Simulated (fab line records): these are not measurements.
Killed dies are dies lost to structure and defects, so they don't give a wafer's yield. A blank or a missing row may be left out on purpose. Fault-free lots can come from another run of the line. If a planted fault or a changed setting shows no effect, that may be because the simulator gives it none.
Which tool was responsible? | flow sky130 | Sampling: 14 lots, 42 wafers, 4 of 708 route steps

## WHAT THE GAUGES READ, wafer by wafer
SKY_VIA1_RS_MEAS_22: uses a four-point probe to measure. Usual: VIA1_W_RS gives 0.430 ohm/sq (standard deviation 0.0054).
lot  | measured     | on            | VIA1_W_RS (ohm/sq) | flag
L488 | day 33 10:10 | film-metro-03 | 0.435 0.430 0.434  |
L489 | day 33 23:40 | film-metro-03 | 0.424 0.428 0.425  |
L490 | day 33 20:42 | film-metro-03 | 0.429 0.425 0.424  |
L491 | day 34 17:05 | film-metro-03 | 0.430 0.439 0.429  |
L492 | day 35 03:16 | film-metro-04 | 0.428 0.436 0.432  |
L493 | day 35 13:40 | film-metro-03 | 0.425 0.422 0.426  |
L498 | day 36 22:50 | film-metro-03 | 0.428 0.423 0.424  |
L500 | day 37 15:47 | film-metro-01 | 0.426 0.422 0.424  |
L504 | day 39 16:14 | film-metro-04 | 0.430 0.431 0.438  |
L505 | day 39 19:29 | film-metro-04 | 0.436 0.428 0.431  |
L506 | day 40 03:11 | film-metro-04 | 0.434 0.438 0.434  |
L507 | day 40 07:38 | film-metro-03 | 0.433 0.432 0.431  |
L508 | day 40 22:21 | film-metro-03 | 0.425 0.423 0.422  |
L509 | day 40 22:04 | film-metro-04 | 0.441 0.435 0.434  |

## WHAT TOOL EACH LOT RAN ON (gives the tool, then ch and the chambers of the sampled wafers, and finally the start)
lot  | SKY_FIELD_ISO_WET_ETCH_28      | SKY_VIA1_CMP_02               | SKY_VIA1_CVD_21
L488 | wet-bench-01 ch 2, day 2 09:28 | cmp-02 ch 0,1,3, day 32 06:04 | cvd-w-02 ch 0,1, day 33 10:04
L489 | wet-bench-02 ch 0, day 2 15:31 | cmp-01 ch 0,2,3, day 32 19:58 | cvd-w-01 ch 0,1, day 33 23:34
L490 | wet-bench-04 ch 0, day 2 20:39 | cmp-02 ch 0,3, day 32 17:24   | cvd-w-01 ch 0,1, day 33 20:35
L491 | wet-bench-02 ch 1, day 3 01:50 | cmp-02 ch 2,3, day 33 13:17   | cvd-w-02 ch 0,1, day 34 16:59
L492 | wet-bench-01 ch 3, day 3 08:21 | cmp-01 ch 0,1, day 33 23:21   | cvd-w-02 ch 0,1, day 35 03:10
L493 | wet-bench-02 ch 3, day 3 15:11 | cmp-01 ch 2,3, day 34 09:52   | cvd-w-01 ch 1, day 35 13:34
L498 | wet-bench-04 ch 0, day 4 14:14 | cmp-02 ch 1,2,3, day 35 19:36 | cvd-w-01 ch 0, day 36 22:43
L500 | wet-bench-01 ch 2, day 5 02:27 | cmp-02 ch 0,1, day 36 11:54   | cvd-w-01 ch 0,1, day 37 15:39
L504 | wet-bench-02 ch 0, day 6 06:04 | cmp-01 ch 0,1,3, day 38 14:11 | cvd-w-01 ch 0,1, day 39 16:09
L505 | wet-bench-02 ch 0, day 6 06:04 | cmp-02 ch 1,2,3, day 38 17:26 | cvd-w-01 ch 0,1, day 39 19:22
L506 | wet-bench-01 ch 3, day 6 19:56 | cmp-02 ch 0,1,2, day 39 01:28 | cvd-w-02 ch 0,1, day 40 03:05
L507 | wet-bench-02 ch 3, day 6 20:08 | cmp-01 ch 0,1,2, day 39 06:47 | cvd-w-01 ch 0,1, day 40 07:32
L508 | wet-bench-04 ch 3, day 7 03:49 | cmp-02 ch 0,2,3, day 39 20:21 | cvd-w-01 ch 0,1, day 40 22:15
L509 | wet-bench-01 ch 1, day 7 04:07 | cmp-01 ch 0,1,2, day 39 20:07 | cvd-w-02 ch 0,1, day 40 21:58
- SKY_FIELD_ISO_WET_ETCH_28: etches SiO2 in dHF, target depth 23.7 nm, time 47 s.
- SKY_VIA1_CMP_02: polishes SiO2.
- SKY_VIA1_CVD_21: deposits W, target thk 270 nm, time 80.902 s.

## WHAT THE TOOLS THEMSELVES READ (means of the sampled wafers that have a number; where no wafer has one, the mark that the record gives instead)
SKY_FIELD_ISO_WET_ETCH_28. Usual: run-length-s reads 74.9 s (standard deviation 2.9).
lot  | tool         | run-length-s (s) | flag
L488 | wet-bench-01 | 74.6             |
L489 | wet-bench-02 | 74.7             |
L490 | wet-bench-04 | 71.5             |
L491 | wet-bench-02 | 73.8             |
L492 | wet-bench-01 | 72.6             |
L493 | wet-bench-02 | 72.7             |
L498 | wet-bench-04 | 71.3             |
L500 | wet-bench-01 | 74.2             |
L504 | wet-bench-02 | 44.8             | OFF
L505 | wet-bench-02 | 44.9             | OFF
L506 | wet-bench-01 | 72.8             |
L507 | wet-bench-02 | 74.0             |
L508 | wet-bench-04 | 73.1             |
L509 | wet-bench-01 | 79.3             |

SKY_VIA1_CMP_02. Usual: motor-current-A 11.8 A, standard deviation 1; slurry-filter-dp-kPa 13.50 kPa, standard deviation 0.13.
lot  | tool   | motor-current-A (A) | slurry-filter-dp-kPa (kPa) | flag
L488 | cmp-02 | 11.4                | 13.51                      |
L489 | cmp-01 | 12.5                | 13.49                      |
L490 | cmp-02 | 11.4                | 13.46                      |
L491 | cmp-02 | 12.3                | 13.37                      |
L492 | cmp-01 | 11.4                | 13.53                      |
L493 | cmp-01 | 12.6                | 13.61                      |
L498 | cmp-02 | 11.8                | 13.53                      |
L500 | cmp-02 | 11.5                | 13.46                      |
L504 | cmp-01 | 11.7                | 13.56                      |
L505 | cmp-02 | 11.4                | 13.43                      |
L506 | cmp-02 | 11.8                | 13.51                      |
L507 | cmp-01 | 12.1                | 13.38                      |
L508 | cmp-02 | 12.3                | 13.38                      |
L509 | cmp-01 | 12.1                | 13.51                      |

SKY_VIA1_CVD_21. Usual: heater-power-outer-w 561 W, standard deviation 52; heater-power-w 911 W, standard deviation 82.
lot  | tool     | heater-power-outer-w (W) | heater-power-w (W) | flag
L488 | cvd-w-02 | 531                      | 841                |
L489 | cvd-w-01 | 585                      | 965                |
L490 | cvd-w-01 | 597                      | 974                |
L491 | cvd-w-02 | 495                      | 804                |
L492 | cvd-w-02 | 531                      | 847                |
L493 | cvd-w-01 | 554                      | 950                |
L498 | cvd-w-01 | 630                      | 1008               |
L500 | cvd-w-01 | 604                      | 979                |
L504 | cvd-w-01 | 552                      | 898                |
L505 | cvd-w-01 | 547                      | 888                |
L506 | cvd-w-02 | 532                      | 842                |
L507 | cvd-w-01 | 545                      | 906                |
L508 | cvd-w-01 | 562                      | 903                |
L509 | cvd-w-02 | 503                      | 804                |

## THE ANSWER, worked out from the rows above alone
Rule: a lot is off if the mean of its wafers that have a number lies more than 3 standard deviations from the usual mean. A lot without any number at a reading at which 4 lots or more have one is off too. Any other lot the step has rows for is counted as sound. Order of review: gauges by route order, followed by the tools' own readings, for which a lot's mean as printed above is used. At the first step where some lot is off, the reading lying furthest off is the one used; lots without a number count as furthest.
Off: L504, L505, at SKY_FIELD_ISO_WET_ETCH_28 (run-length-s).
A tool fits if, at that step or a process step before it, it ran every lot that is off, and no sound lot after the first of them. Not one of the candidates tried fits.

## WHAT WAS PUT IN BY THE SIMULATOR
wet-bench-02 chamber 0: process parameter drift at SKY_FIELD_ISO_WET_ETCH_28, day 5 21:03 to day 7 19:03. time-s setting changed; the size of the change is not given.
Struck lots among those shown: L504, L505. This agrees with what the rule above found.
